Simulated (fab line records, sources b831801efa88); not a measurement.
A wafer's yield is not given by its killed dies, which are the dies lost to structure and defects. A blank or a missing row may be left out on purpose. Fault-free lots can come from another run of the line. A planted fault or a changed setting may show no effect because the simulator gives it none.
Which tool is to blame? | flow gf180mcu | 18 wafers from 6 lots sampled at 2 of the route's 602 steps

WHAT THE GAUGES SHOWED, per wafer
GF_MVPSD_OVL_MEAS_07.
lot  | measured     | on         | MVPSD_OVL (nm)
L714 | day 5 17:44  | overlay-01 | 1.6 0.8 2.2
L722 | day 7 18:05  | overlay-01 | 1.8 1.2 0.7
L724 | day 8 03:19  | overlay-01 | 1.5 0.0 0.5
L726 | day 8 21:27  | overlay-01 | 3.5 1.2 4.0
L729 | day 9 12:03  | overlay-02 | 2.2 1.0 2.3
L731 | day 10 00:01 | overlay-02 | 2.1 2.7 2.6

TOOL THAT RAN EACH LOT (tool first, then ch and the chambers of the sampled wafers, then the start)
lot  | GF_MVSD_EXPOSE_04
L714 | iline stepper-02 ch 0, day 4 20:27
L722 | iline stepper-02 ch 0, day 6 18:50
L724 | iline stepper-01 ch 0, day 7 03:46
L726 | iline stepper-01 ch 0, day 7 20:15
L729 | iline stepper-02 ch 0, day 8 11:37
L731 | iline stepper-02 ch 0, day 8 22:16
- GF_MVSD_EXPOSE_04: exposes mask MVSD, target cd 1000 nm.

THE ANSWER, worked out from the rows above alone
Rule: what is usual is taken from the lots themselves. Put in order of their means at a reading, lots are off if they are a third of the lots or fewer, leave a main group of 4 or more, and stand apart from it by a gap of 3 or more times the standard deviation of the main group's means; of several such gaps the widest counts. A main group is skipped when, at the precision printed for the reading in the tables above, its means are all equal. A lot without any number at a reading at which 4 lots or more have one is off too. Where the step has rows for the other lots, those lots are counted as sound.
No lot is off on any of the readings shown, so nothing can be concluded from this.

WHAT THE SIMULATOR HAD PUT IN
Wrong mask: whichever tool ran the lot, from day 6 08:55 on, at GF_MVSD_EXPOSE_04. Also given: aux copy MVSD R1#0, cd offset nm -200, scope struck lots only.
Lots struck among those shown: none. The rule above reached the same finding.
